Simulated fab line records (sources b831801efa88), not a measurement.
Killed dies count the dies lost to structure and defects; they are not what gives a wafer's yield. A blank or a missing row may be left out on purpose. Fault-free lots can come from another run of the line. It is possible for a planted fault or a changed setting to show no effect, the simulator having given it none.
Which tool was responsible? | flow gf180mcu | 6 lots with 18 wafers sampled at 2 steps, on a route of 602 steps

== WHAT THE GAUGES SHOWED, per wafer ==
GF_STI_THK_MEAS_24.
lot  | measured    | on            | STI_CVD_23_THK (nm)
L301 | day 2 09:10 | film_metro-03 | 652 657 650
L303 | day 2 18:47 | film_metro-03 | 647 637 633
L305 | day 3 06:02 | film_metro-04 | 651 651 645
L307 | day 3 15:33 | film_metro-02 | 644 645 646
L311 | day 4 12:20 | film_metro-04 | 650 848 651 650 849 651
L321 | day 6 14:46 | film_metro-02 | 651 645 660

== TOOL THAT RAN EACH LOT (tool first, then ch and the chambers of the sampled wafers, then the start) ==
lot  | GF_STI_CVD_23
L301 | hdpcvd-02 ch 0,1,2, day 2 09:05
L303 | hdpcvd-02 ch 0,2, day 2 18:42
L305 | hdpcvd-02 ch 0,1,2, day 3 05:56
L307 | hdpcvd-02 ch 0,2, day 3 15:28
L311 | hdpcvd-02 ch 2, day 4 12:13
L321 | hdpcvd-01 ch 1,2, day 6 14:41
- GF_STI_CVD_23: deposits SiO2, target thk 650 nm, time 108.3 s.

== THE ANSWER, worked out from the rows above alone ==
Rule: the usual values come from the lots themselves. Put in order of their means at a reading, lots are off if they are a third of the lots or fewer, leave a main group of 4 or more, and stand apart from it by a gap of 3 or more times the standard deviation of the main group's means; of several such gaps the widest counts. Not used: any main group whose means are identical at the precision the tables above print for the reading. Also off: a lot with no number at a reading for which 4 or more lots have one. The other lots that the step has rows for count as sound.
Off: at GF_STI_THK_MEAS_24 (STI_CVD_23_THK), L311. The main group has a mean of 648 nm with a standard deviation of 5.1.
If a tool, at a process step before that reading, ran all the lots that are off and no sound lot after the first of them, it fits. Those tools and the gauges at GF_STI_THK_MEAS_24 are tried in the same way. This does not decide it: 2 tools fit, namely hdpcvd-02 at GF_STI_CVD_23 and film_metro-04 at GF_STI_THK_MEAS_24.

== WHAT THE SIMULATOR PUT IN ==
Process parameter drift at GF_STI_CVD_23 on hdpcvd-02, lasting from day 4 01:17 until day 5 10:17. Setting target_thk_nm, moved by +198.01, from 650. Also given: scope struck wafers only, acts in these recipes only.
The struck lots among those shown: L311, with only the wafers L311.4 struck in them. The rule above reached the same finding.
